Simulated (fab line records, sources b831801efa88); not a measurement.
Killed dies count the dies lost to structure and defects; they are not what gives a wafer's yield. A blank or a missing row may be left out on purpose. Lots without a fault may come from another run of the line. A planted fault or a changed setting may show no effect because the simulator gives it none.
The tool behind it: which one? + flow gf180mcu + 12 lots with 36 wafers sampled at 2 steps, on a route of 602 steps

== WHAT THE GAUGES READ, wafer by wafer ==
GF_V2_OVL_MEAS_15. Usual: V2_OVL gives -4 nm (standard deviation 6.8).
| lot  | measured     | on         | V2_OVL (nm) | flag |
|------|--------------|------------|-------------|------|
| L456 | day 20 06:29 | overlay-02 | -11 -8 -9   |      |
| L461 | day 22 12:06 | overlay-01 | 1 -10 -3    |      |
| L462 | day 22 21:08 | overlay-01 | -6 -15 -11  |      |
| L463 | day 23 10:25 | overlay-01 | -2 -2 4     |      |
| L465 | day 23 16:06 | overlay-01 | 3 5 6       |      |
| L466 | day 23 22:57 | overlay-01 | -8 -4 -5    |      |
| L467 | day 24 09:46 | overlay-02 | -1 -11 -6   |      |
| L473 | day 26 06:17 | overlay-02 | -7 -5 -11   |      |
| L474 | day 26 09:09 | overlay-02 | -9 -6 -16   |      |
| L475 | day 26 16:03 | overlay-02 | 10 10 2     |      |
| L477 | day 27 09:11 | overlay-01 | 10 9 4      |      |
| L478 | day 27 14:38 | overlay-02 | -1 -4 2     |      |

GF_V3_THK_MEAS_25: measures by xrf. Usual: V3_W_THK gives 361 nm (standard deviation 6.4).
| lot  | measured     | on            | V3_W_THK (nm) | flag |
|------|--------------|---------------|---------------|------|
| L456 | day 22 10:56 | film-metro-03 | 367 364 362   |      |
| L461 | day 24 12:50 | film-metro-02 | 367 371 364   |      |
| L462 | day 24 21:31 | film-metro-04 | 351 353 354   |      |
| L463 | day 25 10:15 | film-metro-03 | 365 368 372   |      |
| L465 | day 25 16:11 | film-metro-03 | 367 369 363   |      |
| L466 | day 25 22:08 | film-metro-04 | 353 353 346   |      |
| L467 | day 26 08:18 | film-metro-04 | 351 353 348   |      |
| L473 | day 28 03:28 | film-metro-02 | 367 365 369   |      |
| L474 | day 28 05:20 | film-metro-04 | 354 354 351   |      |
| L475 | day 28 11:55 | film-metro-03 | 365 368 358   |      |
| L477 | day 29 04:41 | film-metro-02 | 361 363 362   |      |
| L478 | day 29 09:43 | film-metro-03 | 365 362 357   |      |

== WHAT TOOL EACH LOT RAN ON (gives the tool, then ch and the chambers of the sampled wafers, and finally the start) ==
The record holds no process step before these readings.

== AS READ BY THE TOOLS THEMSELVES (means over the sampled wafers that have a number; for cases with no such wafer, the mark the record gives instead) ==
The record holds no such reading with a usual standard deviation.

== THE ANSWER, worked out from the rows above alone ==
Rule: take the mean of a lot's wafers that have a number; if it is more than 3 standard deviations from the usual mean, the lot is off. Also off: a lot with no number at a reading for which 4 or more lots have one. All remaining lots with rows at the step are treated as sound. Order of review: gauges by route order, followed by the tools' own readings, for which a lot's mean as printed above is used. The first step at which some lot is off is used, and at that step the reading that is off furthest; a lot without a number counts as furthest.
None of the lots is off at any reading shown; this tells nothing.

== WHAT THE SIMULATOR PUT IN ==
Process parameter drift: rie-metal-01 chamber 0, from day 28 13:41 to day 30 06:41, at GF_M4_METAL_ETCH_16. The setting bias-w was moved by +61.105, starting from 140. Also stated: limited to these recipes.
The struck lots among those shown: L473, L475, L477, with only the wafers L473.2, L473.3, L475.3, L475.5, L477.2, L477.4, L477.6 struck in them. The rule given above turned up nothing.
